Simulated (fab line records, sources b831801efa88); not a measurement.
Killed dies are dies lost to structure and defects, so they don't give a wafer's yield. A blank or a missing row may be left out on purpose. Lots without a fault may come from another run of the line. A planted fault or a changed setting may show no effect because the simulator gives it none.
Which tool did it? | flow sky130 | 13 lots, 39 wafers sampled, at 4 steps of a route of 708

WHAT THE GAUGES READ, wafer by wafer
The record holds no reading of a measuring or inspecting step that can be judged against a usual standard deviation.

WHICH TOOL RAN EACH LOT (tool, then ch and the chambers of the sampled wafers, then the start)
lot  | SKY_LI_CONTACT_CMP_24         | SKY_LOCAL_INTERCONNECT_SPUTTER_00 | SKY_METAL1_DESCUM_17              | SKY_METAL3_SPUTTER_02
L650 | cmp-02 ch 0,1,2, day 29 10:12 | pvd_sputter-03, day 29 10:27      | rie_metal-04 ch 0,1, day 32 22:51 | pvd_sputter-04, day 36 12:18
L651 | cmp-01 ch 0,1, day 30 09:30   | pvd_sputter-02, day 30 09:48      | rie_metal-03 ch 0,1, day 33 21:41 | pvd_sputter-03, day 37 11:03
L654 | cmp-01 ch 1,2,3, day 30 17:24 | pvd_sputter-01, day 30 17:42      | rie_metal-04 ch 0,1, day 34 05:54 | pvd_sputter-01, day 37 17:42
L653 | cmp-01 ch 1,2,3, day 30 19:02 | pvd_sputter-03, day 30 19:14      | rie_metal-03 ch 0,1, day 34 08:33 | pvd_sputter-04, day 37 21:29
L655 | cmp-02 ch 1,2,3, day 30 22:40 | pvd_sputter-01, day 30 22:49      | rie_metal-01 ch 0,1, day 34 10:53 | pvd_sputter-04, day 37 22:26
L657 | cmp-01 ch 0,2,3, day 32 00:52 | pvd_sputter-02, day 32 01:10      | rie_metal-01 ch 0,1, day 35 12:17 | pvd_sputter-01, day 39 00:06
L659 | cmp-02 ch 1,2, day 32 04:20   | pvd_sputter-02, day 32 04:38      | rie_metal-01 ch 0,1, day 35 15:35 | pvd_sputter-01, day 39 02:59
L661 | cmp-02 ch 0,1,2, day 33 03:31 | pvd_sputter-02, day 33 03:40      | rie_metal-04 ch 0,1, day 36 14:33 | pvd_sputter-03, day 39 23:10
L662 | cmp-01 ch 0,2, day 33 07:59   | pvd_sputter-03, day 33 08:14      | rie_metal-04 ch 0,1, day 36 18:10 | pvd_sputter-01, day 40 04:16
L663 | cmp-02 ch 0,1,3, day 33 16:23 | pvd_sputter-02, day 33 16:38      | rie_metal-03 ch 0, day 37 02:53   | pvd_sputter-04, day 40 12:38
L664 | cmp-02 ch 0,1,3, day 33 20:08 | pvd_sputter-02, day 33 20:26      | rie_metal-01 ch 0,1, day 37 06:22 | pvd_sputter-03, day 40 14:01
L672 | cmp-01 ch 0,1,3, day 36 01:39 | pvd_sputter-01, day 36 01:51      | rie_metal-01 ch 0,1, day 39 09:59 | pvd_sputter-01, day 42 16:35
L673 | cmp-02 ch 1,2,3, day 36 13:47 | pvd_sputter-01, day 36 14:02      | rie_metal-03 ch 0,1, day 39 19:59 | pvd_sputter-01, day 43 02:28
- SKY_LI_CONTACT_CMP_24: polishes, stops on PSG, t overpolish 20 s, target thk 0 nm.
- SKY_LOCAL_INTERCONNECT_SPUTTER_00: material TiN, target thk 100 nm, time 83.3 s.
- SKY_METAL1_DESCUM_17: chemistry O2, time 8 s.
- SKY_METAL3_SPUTTER_02: material AlCu, target thk 735 nm, time 39.1 s.

WHAT THE TOOLS THEMSELVES READ (means of the sampled wafers that have a number; where no wafer has one, the mark that the record gives instead)
SKY_LI_CONTACT_CMP_24.
lot  | tool   | edge_zone_pressure_frac | motor_current_A (A) | overpolish_run_s (s) | platen_rpm (rpm) | time_to_endpoint_s (s)
L650 | cmp-02 | 0.998                   | 10.3                | 20.001               | 59.98            | 98
L651 | cmp-01 | 0.994                   | 9.9                 | 20.002               | 59.99            | 98
L654 | cmp-01 | 1.000                   | 11.0                | 19.999               | 60.00            | 98
L653 | cmp-01 | 1.002                   | 10.7                | 20.000               | 59.98            | 98
L655 | cmp-02 | 0.997                   | 10.2                | 19.995               | 59.99            | 97
L657 | cmp-01 | 0.997                   | 11.5                | 19.986               | 60.03            | 93
L659 | cmp-02 | 1.000                   | 10.0                | 20.006               | 59.99            | 105
L661 | cmp-02 | 0.999                   | 10.8                | 19.998               | 65.99            | 90
L662 | cmp-01 | 1.002                   | 11.3                | 20.005               | 60.04            | 97
L663 | cmp-02 | 0.999                   | 10.4                | 19.999               | 66.02            | 87
L664 | cmp-02 | 0.995                   | 10.3                | 20.006               | 66.02            | 88
L672 | cmp-01 | 1.002                   | 10.6                | 20.004               | 59.98            | 99
L673 | cmp-02 | 1.004                   | 10.2                | 19.995               | 60.00            | 98

SKY_LOCAL_INTERCONNECT_SPUTTER_00.
lot  | tool           | throttle_valve_pct (%)
L650 | pvd_sputter-03 | 31.0
L651 | pvd_sputter-02 | 29.7
L654 | pvd_sputter-01 | 29.0
L653 | pvd_sputter-03 | 30.0
L655 | pvd_sputter-01 | 30.9
L657 | pvd_sputter-02 | 29.9
L659 | pvd_sputter-02 | 30.4
L661 | pvd_sputter-02 | 29.3
L662 | pvd_sputter-03 | 30.3
L663 | pvd_sputter-02 | 30.3
L664 | pvd_sputter-02 | 29.9
L672 | pvd_sputter-01 | 30.1
L673 | pvd_sputter-01 | 31.8

SKY_METAL1_DESCUM_17.
lot  | tool         | drypump_motor_current_A (A) | oes_product_au (a.u.)
L650 | rie_metal-04 | 5.5                         | 1.001
L651 | rie_metal-03 | 6.4                         | 1.010
L654 | rie_metal-04 | 5.7                         | 0.997
L653 | rie_metal-03 | 6.2                         | 1.013
L655 | rie_metal-01 | 5.3                         | 0.994
L657 | rie_metal-01 | 5.3                         | 1.000
L659 | rie_metal-01 | 5.3                         | 0.992
L661 | rie_metal-04 | 5.7                         | 1.003
L662 | rie_metal-04 | 5.5                         | 1.009
L663 | rie_metal-03 | 6.5                         | 1.007
L664 | rie_metal-01 | 5.3                         | 0.997
L672 | rie_metal-01 | 5.3                         | 0.999
L673 | rie_metal-03 | 6.2                         | 1.003

SKY_METAL3_SPUTTER_02.
lot  | tool           | throttle_valve_pct (%)
L650 | pvd_sputter-04 | 30.2
L651 | pvd_sputter-03 | 30.3
L654 | pvd_sputter-01 | 30.7
L653 | pvd_sputter-04 | 30.4
L655 | pvd_sputter-04 | 30.5
L657 | pvd_sputter-01 | 30.0
L659 | pvd_sputter-01 | 30.2
L661 | pvd_sputter-03 | 30.4
L662 | pvd_sputter-01 | 30.8
L663 | pvd_sputter-04 | 31.3
L664 | pvd_sputter-03 | 30.4
L672 | pvd_sputter-01 | 29.3
L673 | pvd_sputter-01 | 30.7

THE ANSWER, worked out from the rows above alone
Rule: what is usual is taken from the lots themselves. Put in order of their means at a reading, lots are off if they are a third of the lots or fewer, leave a main group of 4 or more, and stand apart from it by a gap of 3 or more times the standard deviation of the main group's means; of several such gaps the widest counts. A main group whose means are all the same, to the digits that the tables above print for the reading, isn't used. A lot without any number at a reading at which 4 lots or more have one is off too. The other lots that the step has rows for count as sound. The gauges are gone through in route order, then the tools' own readings, and for those a lot's mean is taken as printed above. The first step at which some lot is off is used, and at that step the reading that is off furthest; a lot without a number counts as furthest.
Off: L661, L663, L664, at SKY_LI_CONTACT_CMP_24 (platen_rpm). The main group: mean 60.00 rpm, standard deviation 0.02.
A tool fits if, at that step or a process step before it, it ran every lot that is off, and no sound lot after the first of them. None of those tried fits.

WHAT THE SIMULATOR HAD PUT IN
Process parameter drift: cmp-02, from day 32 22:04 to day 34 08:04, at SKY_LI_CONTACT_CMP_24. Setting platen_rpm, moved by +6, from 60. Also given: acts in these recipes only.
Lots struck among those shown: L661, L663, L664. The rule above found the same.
